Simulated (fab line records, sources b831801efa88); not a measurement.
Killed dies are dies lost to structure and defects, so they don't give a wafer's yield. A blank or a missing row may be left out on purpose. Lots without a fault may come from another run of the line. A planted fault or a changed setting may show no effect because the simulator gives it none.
Which tool did it? | flow gf180mcu | 11 lots, 33 wafers sampled, at 3 steps of a route of 602

WHAT THE GAUGES READ, wafer by wafer
GF_V3_RS_MEAS_24: measures by four-point-probe.
lot  | measured     | on            | V3_W_RS (ohm/sq)
L240 | day 22 06:29 | film_metro-02 | 0.324 0.324 0.339
L242 | day 23 05:48 | film_metro-02 | 0.336 0.337 0.328
L244 | day 24 00:59 | film_metro-03 | 0.322 0.322 0.339
L245 | day 24 10:25 | film_metro-03 | 0.330 0.323 0.327
L247 | day 25 02:55 | film_metro-02 | 0.322 0.324 0.319
L248 | day 25 07:35 | film_metro-03 | 0.338 0.325 0.324
L253 | day 27 00:35 | film_metro-04 | 0.326 0.323 0.324
L254 | day 27 16:53 | film_metro-04 | 0.333 0.321 0.336
L261 | day 29 11:28 | film_metro-02 | 0.336 0.336 0.333
L262 | day 29 12:40 | film_metro-02 | 0.328 0.321 0.330
L263 | day 29 15:22 | film_metro-03 | 0.331 0.328 0.325

WHICH TOOL RAN EACH LOT (tool, then ch and the chambers of the sampled wafers, then the start)
lot  | GF_M3_SPUTTER_04             | GF_V3_SPUTTER_22
L240 | pvd_sputter-04, day 20 04:32 | pvd_sputter-04, day 22 06:20
L242 | pvd_sputter-03, day 21 03:28 | pvd_sputter-04, day 23 05:35
L244 | pvd_sputter-03, day 22 00:25 | pvd_sputter-03, day 24 00:50
L245 | pvd_sputter-04, day 22 09:48 | pvd_sputter-03, day 24 10:14
L247 | pvd_sputter-04, day 23 03:28 | pvd_sputter-04, day 25 02:42
L248 | pvd_sputter-03, day 23 08:43 | pvd_sputter-03, day 25 07:26
L253 | pvd_sputter-01, day 25 03:24 | pvd_sputter-02, day 27 00:24
L254 | pvd_sputter-01, day 25 20:41 | pvd_sputter-03, day 27 16:41
L261 | pvd_sputter-03, day 27 17:58 | pvd_sputter-03, day 29 11:19
L262 | pvd_sputter-03, day 27 19:27 | pvd_sputter-03, day 29 12:31
L263 | pvd_sputter-03, day 27 22:51 | pvd_sputter-04, day 29 15:13
- GF_M3_SPUTTER_04: material TiN, target thk 50 nm, time 41.7 s.
- GF_V3_SPUTTER_22: material TiN, target thk 10 nm, time 40 s.

THE ANSWER, worked out from the rows above alone
Rule: what is usual is taken from the lots themselves. Put in order of their means at a reading, lots are off if they are a third of the lots or fewer, leave a main group of 4 or more, and stand apart from it by a gap of 3 or more times the standard deviation of the main group's means; of several such gaps the widest counts. A main group whose means are all the same, to the digits that the tables above print for the reading, isn't used. A lot without any number at a reading at which 4 lots or more have one is off too. The other lots that the step has rows for count as sound.
No lot is off at any reading shown: from this, nothing can be told.

WHAT THE SIMULATOR HAD PUT IN
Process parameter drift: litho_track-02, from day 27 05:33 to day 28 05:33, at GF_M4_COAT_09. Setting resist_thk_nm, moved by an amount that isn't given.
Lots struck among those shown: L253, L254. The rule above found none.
